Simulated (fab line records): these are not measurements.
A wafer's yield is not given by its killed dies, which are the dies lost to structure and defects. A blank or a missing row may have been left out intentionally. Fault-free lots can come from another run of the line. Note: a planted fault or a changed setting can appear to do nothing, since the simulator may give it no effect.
fab line records	flow gf180mcu
record: lots: 14	wafers: 42	last_day: 34
route steps=602 shown CONTACT@304 V1@340 M2@365
lots with no fault: from the same line, run without faults
start_h: hours from the record's first day to the start of the lot's first wafer shown	wait_h: hours since the lot's step before	" identical to the entry in the row above	L1.1+2: a single row standing in for several wafers	- no value, or no start given	* or withheld: withheld	< > ~ a bound
route shown NAME@n: a module of which the file shows steps, and the number in the route of the first	usual: mean/standard deviation of fault-free wafers	same: alike in all rows	chamber/n: place in a boat	sites: the reading at each site	_std_site: standard deviation across them	_edge_site: outer sites' mean less inner sites'	radius_mm: for every site, how far away it sits from the centre of the wafer	mask NAME#n: copy n	behind: tool/chamber where the wafer was last shaped	hold: reason for holding the lot/hours on hold/outcome of the hold	device: transistor that didn't switch, given as n, p or np	end of line: the tests these same wafers got at the end of their route	where a step has no rows: the recipe by itself	killed: dies lost to structure and defects at the first sort, not the wafer's yield	map: shows each die of a wafer: x if killed, . if not, _ if none is there
set.NAME: the run value of the setting; set.NAME@STEP: its run value at that earlier step	model.NAME: the simulator's own value behind a step, which no gauge read
one table for each step of the route and one row for each wafer, over a sample of lots
services: when a tool's chamber went out of use (start_h, in hours from the record's first day, below 0 if earlier), for how many hours, and the reason
== steps ==
step: GF_CONTACT_ETCH_17
recipe: chemistry: C4F8/O2/Ar	mask_material: KrF	target: SiO2	stop_on: CoSi2	source_w: 1500	bias_w: 1200	pressure_mtorr: 40	c4f8_flow_sccm: withheld	O2_flow_sccm: 6	Ar_flow_sccm: 300	time_s: withheld	target_depth_a: 8600
usual: bias_w: 1200/3.4	chamber_pressure_mTorr: 40.00/0.035	oes_product_au: 0.815/0.0049
lot.wafer	tool	chamber	start_h	wait_h	bias_w	chamber_pressure_mTorr	oes_product_au
L762.2	rie_diel-03	0	-	-	1201	40.05	0.818
L762.3	"	2	"	"	1204	39.97	0.810
L762.6	"	3	"	"	1199	39.99	0.809
L763.1	rie_diel-04	1	-	-	1200	39.93	0.820
L763.4	"	2	"	"	1196	39.96	0.809
L763.5	"	0	"	"	1203	39.95	0.819
L764.3	rie_diel-03	3	-	-	1196	40.05	0.817
L764.5	"	1	"	"	1200	40.01	0.815
L764.6	"	2	"	"	1198	39.97	0.808
L769.1	rie_diel-04	0	-	-	1199	39.94	0.809
L769.4	"	3	"	"	1200	39.99	0.810
L769.6	"	1	"	"	1202	39.97	0.810
L771.1	rie_diel-03	2	-	-	1201	40.03	0.811
L771.2	"	0	"	"	1204	39.98	0.817
L771.5	"	0	"	"	1205	40.07	0.815
L772.2	rie_diel-02	0	-	-	1203	40.06	0.812
L772.4	"	1	"	"	1197	40.07	0.819
L772.6	"	3	"	"	1199	40.01	0.808
L774.3	rie_diel-04	1	-	-	1197	40.00	0.813
L774.4	"	2	"	"	1199	40.05	0.813
L774.6	"	1	"	"	1198	40.01	0.815
L775.1	rie_diel-04	2	-	-	1199	39.99	0.816
L775.3	"	0	"	"	1201	39.94	0.819
L775.4	"	3	"	"	1198	39.95	0.808
L776.2	rie_diel-02	0	-	-	1198	40.02	0.818
L776.3	"	3	"	"	1199	40.00	0.818
L776.5	"	1	"	"	1196	40.04	0.821
L778.2	rie_diel-02	3	-	-	1198	40.00	0.819
L778.4	"	2	"	"	1201	40.01	0.819
L778.6	"	0	"	"	1199	40.00	0.816
L781.1	rie_diel-04	2	-	-	1198	39.95	0.814
L781.3	"	1	"	"	1200	40.03	0.814
L781.6	"	1	"	"	1203	39.94	0.815
L782.1	rie_diel-03	1	-	-	1194	39.97	0.816
L782.2	"	3	"	"	1196	40.02	0.809
L782.3	"	0	"	"	1202	40.01	0.814
L783.3	rie_diel-03	1	-	-	1201	39.98	0.818
L783.5	"	1	"	"	1199	40.05	0.823
L783.6	"	2	"	"	1197	39.99	0.824
L784.1	rie_diel-02	0	-	-	1199	39.97	0.813
L784.2	"	1	"	"	1201	40.02	0.816
L784.4	"	0	"	"	1198	40.04	0.808
step: GF_V1_BOW_MEAS_05
recipe: mode: bow
usual: V1_BOW: 82/6.8
lot.wafer	tool	chamber	start_h	wait_h	V1_BOW[um]
L762.2	film_metro-03	-	394.42	0.2	75
L762.3	"	-	"	"	72
L762.6	"	-	"	"	84
L763.1	film_metro-03	-	406.10	0.2	81
L763.4	"	-	"	"	81
L763.5	"	-	"	"	89
L764.3	film_metro-02	-	416.69	0.2	86
L764.5	"	-	"	"	82
L764.6	"	-	"	"	87
L769.1	film_metro-02	-	458.35	0.1	87
L769.4	"	-	"	"	76
L769.6	"	-	"	"	84
L771.1	film_metro-02	-	480.30	0.1	90
L771.2	"	-	"	"	97
L771.5	"	-	"	"	80
L772.2	film_metro-03	-	494.55	0.3	83
L772.4	"	-	"	"	93
L772.6	"	-	"	"	93
L774.3	film_metro-04	-	504.02	0.2	91
L774.4	"	-	"	"	84
L774.6	"	-	"	"	87
L775.1	film_metro-03	-	515.44	0.1	69
L775.3	"	-	"	"	66
L775.4	"	-	"	"	70
L776.2	film_metro-04	-	520.60	0.2	87
L776.3	"	-	"	"	77
L776.5	"	-	"	"	82
L778.2	film_metro-04	-	536.83	0.1	83
L778.4	"	-	"	"	77
L778.6	"	-	"	"	69
L781.1	film_metro-04	-	562.77	0.2	75
L781.3	"	-	"	"	76
L781.6	"	-	"	"	75
L782.1	film_metro-02	-	568.87	0.1	84
L782.2	"	-	"	"	90
L782.3	"	-	"	"	84
L783.3	film_metro-02	-	572.75	0.1	75
L783.5	"	-	"	"	67
L783.6	"	-	"	"	83
L784.1	film_metro-02	-	587.91	0.1	83
L784.2	"	-	"	"	91
L784.4	"	-	"	"	87
step: GF_V1_ETCH_16
recipe: chemistry: N2/H2	target_depth_a: withheld	overetch_a: withheld	time_s: withheld	target: BARC	ion_energy_ev: 200	source_w: 500	bias_w: 100	pressure_mtorr: 30	n2_flow_sccm: 100	h2_flow_sccm: 200
usual: bias_w: 100.0/0.31	chamber_pressure_mTorr: 30.001/0.028	drypump_motor_current_A: 5.6/0.37	oes_product_au: 0.855/0.0046	throttle_valve_pct: 13.224/0.0083
lot.wafer	tool	chamber	start_h	wait_h	bias_w	chamber_pressure_mTorr	drypump_motor_current_A	oes_product_au	throttle_valve_pct
L762.2	rie_diel-02	0	418.94	0.0	99.9	29.993	5.9	0.851	13.220
L762.3	"	2	"	"	100.1	29.990	4.8	0.859	13.224
L762.6	"	0	"	"	100.1	30.077	5.9	0.852	13.233
L763.1	rie_diel-01	3	430.79	0.0	-	-	-	-	-
L763.4	"	0	"	"	-	-	-	-	-
L763.5	"	2	"	"	-	-	-	-	-
L764.3	rie_diel-01	3	441.69	0.0	-	-	-	-	-
L764.5	"	1	"	"	-	-	-	-	-
L764.6	"	2	"	"	-	-	-	-	-
L769.1	rie_diel-03	1	482.89	0.0	99.7	30.003	5.7	0.854	13.234
L769.4	"	3	"	"	100.1	30.016	5.5	0.854	13.226
L769.6	"	3	"	"	99.8	30.023	5.5	0.853	13.217
L771.1	rie_diel-03	0	504.44	0.0	100.4	29.943	5.5	0.852	13.233
L771.2	"	3	"	"	100.0	30.007	5.6	0.854	13.231
L771.5	"	0	"	"	100.3	30.005	5.5	0.852	13.216
L772.2	rie_diel-01	2	518.32	0.0	100.2	30.016	5.1	0.857	13.221
L772.4	"	1	"	"	100.2	30.033	5.8	0.852	13.225
L772.6	"	2	"	"	100.7	30.005	5.1	0.859	13.204
L774.3	rie_diel-02	1	527.40	0.0	100.0	30.004	5.6	0.856	13.220
L774.4	"	2	"	"	100.3	29.973	4.9	0.849	13.213
L774.6	"	0	"	"	99.7	30.033	5.9	0.864	13.211
L775.1	rie_diel-01	1	538.29	0.0	99.4	30.005	5.7	0.851	13.231
L775.3	"	3	"	"	100.2	30.005	6.1	0.863	13.225
L775.4	"	0	"	"	99.5	30.035	5.1	0.852	13.226
L776.2	rie_diel-03	2	543.47	0.0	100.1	29.991	6.1	0.841	13.239
L776.3	"	3	"	"	99.8	30.016	5.5	0.844	13.226
L776.5	"	0	"	"	99.9	30.004	5.5	0.854	13.222
L778.2	rie_diel-03	2	558.94	0.0	99.7	30.050	6.0	0.851	13.220
L778.4	"	3	"	"	100.2	30.019	5.5	0.863	13.213
L778.6	"	1	"	"	100.2	30.003	5.7	0.857	13.219
L781.1	rie_diel-01	2	584.39	0.0	100.0	29.985	5.1	0.854	13.224
L781.3	"	3	"	"	99.9	30.013	6.1	0.853	13.246
L781.6	"	3	"	"	100.0	29.973	6.1	0.857	13.215
L782.1	rie_diel-03	3	590.67	0.0	100.1	30.004	5.6	0.848	13.230
L782.2	"	0	"	"	99.4	29.981	5.5	0.850	13.230
L782.3	"	2	"	"	100.1	29.986	6.1	0.850	13.223
L783.3	rie_diel-02	0	594.02	0.0	99.8	29.993	5.9	0.847	13.237
L783.5	"	3	"	"	100.3	30.035	5.9	0.854	13.213
L783.6	"	0	"	"	100.6	29.993	5.8	0.851	13.227
L784.1	rie_diel-01	3	608.63	0.0	99.2	30.024	6.1	0.849	13.224
L784.2	"	1	"	"	100.1	29.983	5.8	0.853	13.226
L784.4	"	0	"	"	100.1	29.981	5.0	0.861	13.217
step: GF_V1_ETCH_17
recipe: chemistry: C4F8/O2/Ar	mask_material: KrF	target: SiO2	stop_on: TiN	source_w: 1500	bias_w: 1200	pressure_mtorr: 40	c4f8_flow_sccm: withheld	O2_flow_sccm: 6	Ar_flow_sccm: 300	time_s: withheld	target_depth_a: 6300
usual: bias_w: 1200/3.2	chamber_pressure_mTorr: 40.00/0.034	oes_product_au: 0.856/0.0043
lot.wafer	tool	chamber	start_h	wait_h	bias_w	chamber_pressure_mTorr	oes_product_au
L762.2	rie_diel-02	0	-	-	1202	40.01	0.859
L762.3	"	2	"	"	1201	40.06	0.855
L762.6	"	0	"	"	1198	40.03	0.848
L763.1	rie_diel-01	3	-	-	1198	39.91	0.378
L763.4	"	0	"	"	1197	40.01	0.373
L763.5	"	2	"	"	1198	40.02	0.371
L764.3	rie_diel-01	3	-	-	1198	40.02	0.368
L764.5	"	1	"	"	1200	40.01	0.371
L764.6	"	2	"	"	1196	39.99	0.374
L769.1	rie_diel-03	1	-	-	1194	39.98	0.861
L769.4	"	3	"	"	1198	40.00	0.851
L769.6	"	3	"	"	1203	40.02	0.864
L771.1	rie_diel-03	0	-	-	1206	39.96	0.852
L771.2	"	3	"	"	1204	40.05	0.850
L771.5	"	0	"	"	1202	40.02	0.856
L772.2	rie_diel-01	2	-	-	1194	39.97	0.858
L772.4	"	1	"	"	1204	39.98	0.851
L772.6	"	2	"	"	1202	39.99	0.855
L774.3	rie_diel-02	1	-	-	1205	40.03	0.858
L774.4	"	2	"	"	1200	39.95	0.854
L774.6	"	0	"	"	1203	39.98	0.860
L775.1	rie_diel-01	1	-	-	1196	39.97	0.861
L775.3	"	3	"	"	1196	39.99	0.856
L775.4	"	0	"	"	1203	39.93	0.856
L776.2	rie_diel-03	2	-	-	1204	39.95	0.859
L776.3	"	3	"	"	1197	40.07	0.855
L776.5	"	0	"	"	1208	39.95	0.857
L778.2	rie_diel-03	2	-	-	1210	39.99	0.858
L778.4	"	3	"	"	1195	40.05	0.866
L778.6	"	1	"	"	1202	40.03	0.851
L781.1	rie_diel-01	2	-	-	1200	40.04	0.852
L781.3	"	3	"	"	1202	39.96	0.856
L781.6	"	3	"	"	1208	40.01	0.843
L782.1	rie_diel-03	3	-	-	1197	40.00	0.851
L782.2	"	0	"	"	1199	40.09	0.862
L782.3	"	2	"	"	1203	40.00	0.855
L783.3	rie_diel-02	0	-	-	1197	39.94	0.854
L783.5	"	3	"	"	1205	39.97	0.857
L783.6	"	0	"	"	1201	40.03	0.851
L784.1	rie_diel-01	3	-	-	1198	40.02	0.863
L784.2	"	1	"	"	1196	39.99	0.859
L784.4	"	0	"	"	1200	40.08	0.858
step: GF_V1_STRIP_18
recipe: chemistry: O2/N2	power_w: 1400	pressure_mtorr: 1500	platen_temp_c: 250	o2_flow_sccm: 3000	n2_flow_sccm: 300	overash_fraction: 0.5
usual: drypump_motor_current_A: 5.5/0.33	heater_power_w: 330/25	oes_product_au: 0.594/0.0053	platen_temp_c: 250.02/0.19
same: overash_fraction: 0.5
lot.wafer	tool	chamber	start_h	wait_h	drypump_motor_current_A	heater_power_w	oes_product_au	platen_temp_c	rf_hours_counter_h
L762.2	plasma_asher-02	1	419.07	-	5.2	306	0.594	249.83	60
L762.3	"	0	"	"	5.2	336	0.598	249.88	-
L762.6	"	0	"	"	5.2	340	0.596	249.74	-
L763.1	plasma_asher-02	1	430.92	-	5.2	313	0.613	250.35	61
L763.4	"	1	"	"	5.2	306	0.607	249.97	-
L763.5	"	1	"	"	5.2	307	0.612	250.32	-
L764.3	plasma_asher-01	1	441.85	-	6.0	342	0.611	250.05	-
L764.5	"	0	"	"	5.8	301	0.607	249.69	-
L764.6	"	1	"	"	6.0	343	0.610	249.92	-
L769.1	plasma_asher-01	1	483.02	-	6.0	347	0.602	250.12	38
L769.4	"	1	"	"	6.0	345	0.603	250.14	-
L769.6	"	1	"	"	6.0	351	0.599	250.15	-
L771.1	plasma_asher-02	1	504.57	-	5.2	303	0.592	249.81	68
L771.2	"	0	"	"	5.2	326	0.595	249.90	68
L771.5	"	1	"	"	5.2	315	0.590	250.02	-
L772.2	plasma_asher-02	0	518.45	-	5.2	332	0.593	249.99	70
L772.4	"	0	"	"	5.2	341	0.593	250.12	-
L772.6	"	1	"	"	5.2	307	0.603	250.19	-
L774.3	plasma_asher-04	1	527.56	-	5.3	376	0.595	250.33	-
L774.4	"	0	"	"	5.3	330	0.597	249.98	-
L774.6	"	0	"	"	5.4	327	0.576	249.95	-
L775.1	plasma_asher-01	1	538.42	-	6.0	345	0.586	250.07	43
L775.3	"	1	"	"	6.0	350	0.591	250.06	-
L775.4	"	0	"	"	5.8	307	0.595	249.61	-
L776.2	plasma_asher-01	0	543.60	-	5.8	310	0.590	249.75	44
L776.3	"	1	"	"	6.0	336	0.594	250.29	-
L776.5	"	1	"	"	6.0	348	0.599	250.20	-
L778.2	plasma_asher-04	0	559.07	-	5.3	326	0.590	250.00	14
L778.4	"	1	"	"	5.3	387	0.599	250.29	-
L778.6	"	1	"	"	5.3	379	0.600	250.28	-
L781.1	plasma_asher-04	1	584.51	-	5.3	384	0.591	250.18	17
L781.3	"	1	"	"	5.3	390	0.596	250.16	-
L781.6	"	1	"	"	5.4	393	0.589	250.03	-
L782.1	plasma_asher-01	1	590.80	-	6.0	345	0.591	250.04	49
L782.2	"	0	"	"	5.8	307	0.592	250.23	49
L782.3	"	0	"	"	5.8	305	0.596	250.15	-
L783.3	plasma_asher-02	0	594.18	-	5.3	340	0.599	250.13	-
L783.5	"	1	"	"	5.2	314	0.593	249.92	-
L783.6	"	0	"	"	5.3	339	0.600	249.57	-
L784.1	plasma_asher-02	0	608.76	-	5.3	331	0.592	249.91	79
L784.2	"	1	"	"	5.2	306	0.582	250.00	79
L784.4	"	0	"	"	5.2	331	0.589	250.24	-
step: GF_M2_SPUTTER_03
recipe: material: Ti	target_thk_nm: 10	substrate_temp_c: 300	chamber_pressure_pa: 0.3	power_w: 3000	time_s: 6.7
usual: substrate_temp_c: 300.04/0.18	throttle_valve_pct: 30.1/0.91
lot.wafer	tool	chamber	start_h	wait_h	substrate_temp_c	throttle_valve_pct
L762.2	pvd_sputter-02	-	420.46	0.0	299.89	29.1
L762.3	"	-	"	"	300.09	30.3
L762.6	"	-	"	"	300.21	29.1
L769.1	pvd_sputter-01	-	484.42	0.0	299.99	30.6
L769.4	"	-	"	"	299.72	29.5
L769.6	"	-	"	"	299.75	29.9
L771.1	pvd_sputter-01	-	506.07	0.0	299.94	30.0
L771.2	"	-	"	"	300.15	31.6
L771.5	"	-	"	"	300.06	30.0
L772.2	pvd_sputter-02	-	519.95	0.0	300.15	30.1
L772.4	"	-	"	"	299.74	30.4
L772.6	"	-	"	"	299.93	29.1
L774.3	pvd_sputter-01	-	528.92	0.0	299.90	31.4
L774.4	"	-	"	"	299.98	30.7
L774.6	"	-	"	"	300.10	31.3
L775.1	pvd_sputter-01	-	539.80	0.0	300.17	30.4
L775.3	"	-	"	"	300.19	31.8
L775.4	"	-	"	"	300.05	29.9
L776.2	pvd_sputter-02	-	544.99	0.0	300.10	29.0
L776.3	"	-	"	"	300.33	30.3
L776.5	"	-	"	"	300.34	30.6
L778.2	pvd_sputter-01	-	560.49	0.0	300.09	31.5
L778.4	"	-	"	"	300.12	29.8
L778.6	"	-	"	"	300.25	30.3
L781.1	pvd_sputter-01	-	585.90	0.0	300.17	29.7
L781.3	"	-	"	"	300.18	30.0
L781.6	"	-	"	"	299.81	30.5
L782.1	pvd_sputter-03	-	592.22	0.0	300.03	27.6
L782.2	"	-	"	"	300.18	30.1
L782.3	"	-	"	"	299.84	31.2
L783.3	pvd_sputter-01	-	595.57	0.0	299.85	30.1
L783.5	"	-	"	"	300.18	31.5
L783.6	"	-	"	"	300.28	30.4
L784.1	pvd_sputter-02	-	610.18	0.0	300.14	30.1
L784.2	"	-	"	"	300.18	28.9
L784.4	"	-	"	"	300.05	29.9
== services ==
tool	chamber	start_h	hours	kind
rie_diel-04	0	372.35	3.7	repair
rie_diel-02	-	384.19	0.4	repair
rie_diel-02	1	387.66	6.8	repair
rie_diel-04	2	397.29	21.5	repair
rie_diel-02	1	430.76	1.4	repair
plasma_asher-01	-	435.01	2.7	repair
rie_diel-01	3	452.78	9.0	repair
rie_diel-01	-	453.34	0.2	repair
rie_diel-02	0	453.65	10.7	repair
plasma_asher-01	-	465.64	2.0	repair
plasma_asher-02	-	472.49	1.0	repair
rie_diel-01	2	475.61	5.9	repair
rie_diel-03	3	494.13	1.9	repair
rie_diel-03	2	497.91	3.3	repair
rie_diel-02	3	498.35	2.9	repair
rie_diel-01	1	514.69	2.6	repair
rie_diel-01	0	521.58	5.0	repair
rie_diel-03	-	531.34	1.8	repair
rie_diel-02	2	551.62	1.5	repair
rie_diel-02	3	562.71	16.3	repair
rie_diel-01	-	572.19	2.8	pm
rie_diel-02	3	584.30	5.6	repair
rie_diel-03	3	591.81	10.2	repair
rie_diel-03	-	592.09	0.2	repair
== key ==
first_sign: step: GF_V1_ETCH_16	reading: tool_record	direction: missing
effect: step: GF_V1_ETCH_17	reading: oes_product_au	direction: down	sigmas: 99+	usual: 0.856	struck: 0.373
effect: step: GF_V1_STRIP_18	reading: oes_product_au	direction: up	sigmas: 3.1	usual: 0.594	struck: 0.610
met_at GF_V1_ETCH_16
struck_lots L763,L764
later_rows_left_out L763.1,L763.4,L763.5,L764.3,L764.5,L764.6
sort_left_out L763.1,L763.4,L763.5,L764.3,L764.5,L764.6
not_acting_at GF_CONTACT_ETCH_17,GF_V1_BOW_MEAS_05,GF_M2_SPUTTER_03
fault: kind: skipped_step_whole	tool: rie_diel-01	chamber: -	onset_h: 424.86	steps: GF_V1_ETCH_16	scope: struck_lots_only
sort_left_out: the simulated sort isn't trusted on such a fault, so these wafers' sort isn't shown, and their yield isn't known
later_rows_left_out: the simulator's readings of these wafers behind a module that went badly wrong aren't trusted and aren't shown, but for the sort
